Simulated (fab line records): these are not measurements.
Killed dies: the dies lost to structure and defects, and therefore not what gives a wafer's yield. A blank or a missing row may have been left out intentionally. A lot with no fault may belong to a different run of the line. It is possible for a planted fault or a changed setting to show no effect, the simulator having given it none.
Comparing a struck lot with a sound one ; flow sky130 ; 17 steps out of a route of 708
Sound: wafers L133.1, L133.4, L133.6. The struck wafers were L147.2, L147.4, L147.6. At the end, the cause is stated.
For every step that has rows: the tool of each side, followed by ch and its chambers, followed by its first start. Under that, the readings that differ: sound wafers ; struck wafers ; difference of the means ; sigmas: that difference in standard deviations of wafers without a fault.
alike: readings with means less than 2 such deviations apart, plus words and numbers identical on both sides. not compared: withheld readings, readings lacking a value on some wafer, bounds such as >300 that could conceal the same value, and numbers that have no deviation in the record and whose values overlap.
Wherever a step has rows on one side only, a row that says differs or no value, or a row with sigmas, the two part there. Non-overlapping numbers with no deviation appear without sigmas and do not part them. A reading that every wafer of one side lacks parts them only if that side has two wafers or more.

first, 1 step without rows for these wafers: SKY_VT_ADJUST_NCORE_IMPLANT_09.
SKY_VT_ADJUST_NCORE_STRIP_10: strips in O2/N2.
  sound on plasma_asher-01 ch 0,1, day 8 18:36; struck on plasma_asher-04 ch 0,1, day 13 12:51
  alike: drypump_motor_current_A, o2_flow_sccm, oes_product_au, strip_time_to_endpoint_s
  not compared: rf_hours_counter_h
SKY_VT_ADJUST_NCORE_TW_MEAS_11:
  sound: film_metro-03 at day 8 18:42; struck: film_metro-01 at day 13 12:58
reading;sound;struck;difference;sigmas
VT_ADJUST_NCORE_TW;219.6 219.9 219.9;215.7 217.2 215.5;-3.7;-3
then, 7 steps without rows for these wafers: SKY_VT_ADJUST_HVTR_DEHYDRATE_00 (time 60 s); SKY_VT_ADJUST_HVTR_HMDS_01 (prime time 60 s); SKY_VT_ADJUST_HVTR_COAT_02 (resist thk 1140 nm); SKY_VT_ADJUST_HVTR_SOFTBAKE_03 (time 60 s); SKY_VT_ADJUST_HVTR_EXPOSE_04 (exposes mask HVTRM, target cd 380 nm); SKY_VT_ADJUST_HVTR_PEB_05; SKY_VT_ADJUST_HVTR_DEVELOP_06 (develop time 60 s).
SKY_VT_ADJUST_HVTR_CD_MEAS_07: target cd 380 nm.
  sound: cd_sem-01 at day 9 15:20; struck: cd_sem-01 at day 14 15:01
  alike: cd_nm
SKY_VT_ADJUST_HVTR_OVL_MEAS_08:
  sound: overlay-02 at day 9 15:27; struck: overlay-02 at day 14 15:07
  alike: VT_ADJUST_HVTR_OVL
SKY_VT_ADJUST_HVTR_IMPLANT_09:
  sound on implanter-01 ch 0, day 9 15:29; struck on implanter-04 ch 0, day 14 15:10
reading;sound;struck;difference;sigmas
dose_ions_cm2;2.0975e+12 2.0976e+12 2.0987e+12;1.4894e+12 1.494e+12 1.4899e+12;-6.0683e+11;-99 or more
faraday_current_uA;12.17 11.61 11.80;8.72 8.38 8.64;-3.28;-14
  alike: beam_energy_keV
SKY_VT_ADJUST_HVTR_STRIP_10: strips in O2/N2.
  sound on plasma_asher-02 ch 0,1, day 9 15:38; struck on plasma_asher-03 ch 0,1, day 14 15:18
  alike: drypump_motor_current_A, o2_flow_sccm, oes_product_au, strip_time_to_endpoint_s
  not compared: rf_hours_counter_h
SKY_VT_ADJUST_HVTR_TW_MEAS_11:
  sound: film_metro-01 at day 9 15:44; struck: film_metro-01 at day 14 15:25
reading;sound;struck;difference;sigmas
VT_ADJUST_HVTR_TW;206.0 207.3 207.2;190.0 188.8 189.6;-17.4;-7
then, 1 step without rows for these wafers: SKY_VT_ADJUST_PCH_DEHYDRATE_00 (time 60 s).
-- here the record skips 35 days between the struck wafers' starts before and after, leaving off in module VT_ADJUST_PCH and picking up in module PAD_OPEN (first step shown: number 708 of the route) --
SKY_PAD_OPEN_PROBE_99:
  sound: prober-02 at day 46 03:25; struck: prober-02 at day 49 23:37
reading;sound;struck;difference;sigmas
model.etest.pfet_01v8_mvt.drive_ua_um;149.9 149.1 152.7;140.4 141 141.7;-9.5;
model.etest.pfet_01v8_mvt.off_log10_a_um;-10.98 -10.85 -10.68;-11.77 -11.93 -11.79;-0.99;
model.etest.pfet_01v8_mvt.vt_sat_v (V);-0.5795 -0.5798 -0.5702;-0.6561 -0.6586 -0.6577;-0.0810;
model.etest.pfet_01v8_mvt.vt_v (V);-0.6615 -0.6631 -0.6549;-0.7266 -0.7319 -0.7309;-0.0700;
model.etest.pfet_01v8_mvt.vt_long_v (V);-0.8662 -0.8666 -0.8642;-0.9274 -0.9326 -0.9324;-0.0651;
  alike: killed_at_M0_to_M3, killed_at_M4_up, killed_at_contacts, killed_at_front_end, killed_at_other, killed_dies, killed_open, killed_short

WHERE THEY PART
First at SKY_VT_ADJUST_NCORE_TW_MEAS_11; last, within this record, at SKY_VT_ADJUST_HVTR_TW_MEAS_11. Later steps at which nothing parts them and some readings are alike: SKY_PAD_OPEN_PROBE_99.

WHY: what had been put in by the simulator
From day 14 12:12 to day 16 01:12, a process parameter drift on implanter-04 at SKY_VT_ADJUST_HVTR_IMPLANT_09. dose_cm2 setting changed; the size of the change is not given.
